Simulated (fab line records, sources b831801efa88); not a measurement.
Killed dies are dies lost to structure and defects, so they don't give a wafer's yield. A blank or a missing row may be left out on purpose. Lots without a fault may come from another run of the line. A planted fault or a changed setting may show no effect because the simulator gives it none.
A struck lot beside a sound one | flow gf180mcu | 16 steps out of a route of 602
Sound: wafers L435.1, L435.2, L435.4. Struck: wafers L440.4, L440.5, L440.6. The cause comes at the end.
At each step with rows: each side's tool, then ch and its chambers, then its first start. Under that, the readings that differ: sound wafers | struck wafers | difference of the means | sigmas: that difference in standard deviations of wafers without a fault.
alike: readings whose means differ by less than 2 such deviations, and words and numbers that are the same on both sides. not compared: withheld readings, readings that some wafer has no value for, bounds like >300 that may hide the same value, and numbers for which the record gives no deviation and whose values overlap.
The two part at a step that has a row with sigmas, a row that says differs or no value, or rows on one side only. Numbers that don't overlap but have no deviation are shown without sigmas and don't part them. A reading that every wafer of one side lacks parts them only if that side has two wafers or more.

GF_V5_CMP_04: polishes SiO2.
  sound on cmp-02 ch 0,1,2, day 26 14:04; struck on cmp-01 ch 0,3, day 28 04:01
  alike: motor_current_A, retaining_ring_pressure_frac
GF_V5_BOW_MEAS_05:
  sound on film_metro-01, day 26 14:22; struck on film_metro-01, day 28 04:19
  alike: V5_BOW
then, 8 steps without rows for these wafers: GF_V5_DEHYDRATE_06 (time 60 s); GF_V5_HMDS_07 (prime time 60 s); GF_V5_COAT_08; GF_V5_COAT_09 (resist thk 1000 nm); GF_V5_SOFTBAKE_10 (time 60 s); GF_V5_EXPOSE_11 (exposes mask Via5, target cd 260 nm); GF_V5_PEB_12 (peb time 90 s); GF_V5_DEVELOP_13 (develop time 60 s).
GF_V5_CD_MEAS_14: target cd 260 nm.
  sound on cd_sem-02, day 27 11:01; struck on cd_sem-01, day 28 23:50
  alike: cd_nm
GF_V5_OVL_MEAS_15:
  sound on overlay-01, day 27 11:08; struck on overlay-01, day 28 23:55
  alike: V5_OVL
GF_V5_ETCH_16: etches BARC in N2/H2.
  sound on rie_diel-04 ch 0,1,2, day 27 11:10; struck on rie_diel-02 ch 1,2, day 28 23:56
  no value came back on the struck wafers for any of 5 readings (bias_w (W), chamber_pressure_mTorr (mTorr) and others); on the sound wafers bias_w (W) reads 100.71 99.89 100.23
GF_V5_ETCH_17: etches SiO2 in C4F8/O2/Ar, stops on TiN, target depth 855 nm.
  sound on rie_diel-04 ch 0,1,2; struck on rie_diel-02 ch 1,2
  reading               | sound             | struck            | difference | sigmas
  oes_product_au (a.u.) | 0.856 0.856 0.852 | 0.377 0.376 0.369 | -0.481     | -99 or more
  alike: bias_w, chamber_pressure_mTorr
GF_V5_STRIP_18: strips in O2/N2.
  sound on plasma_asher-01 ch 0,1, day 27 11:19; struck on plasma_asher-01 ch 0,1, day 29 00:07
  reading               | sound             | struck            | difference | sigmas
  oes_product_au (a.u.) | 0.571 0.564 0.570 | 0.582 0.589 0.582 | +0.016     | +4
  alike: drypump_motor_current_A, heater_power_w
  not compared: rf_hours_counter_h
then, 1 step without rows for these wafers: GF_V5_STRIP_19 (strips in post etch residue remover, time 1200 s).

WHERE THEY PART
First at GF_V5_ETCH_16; last, within this record, at GF_V5_STRIP_18.

WHY: what the simulator had put in
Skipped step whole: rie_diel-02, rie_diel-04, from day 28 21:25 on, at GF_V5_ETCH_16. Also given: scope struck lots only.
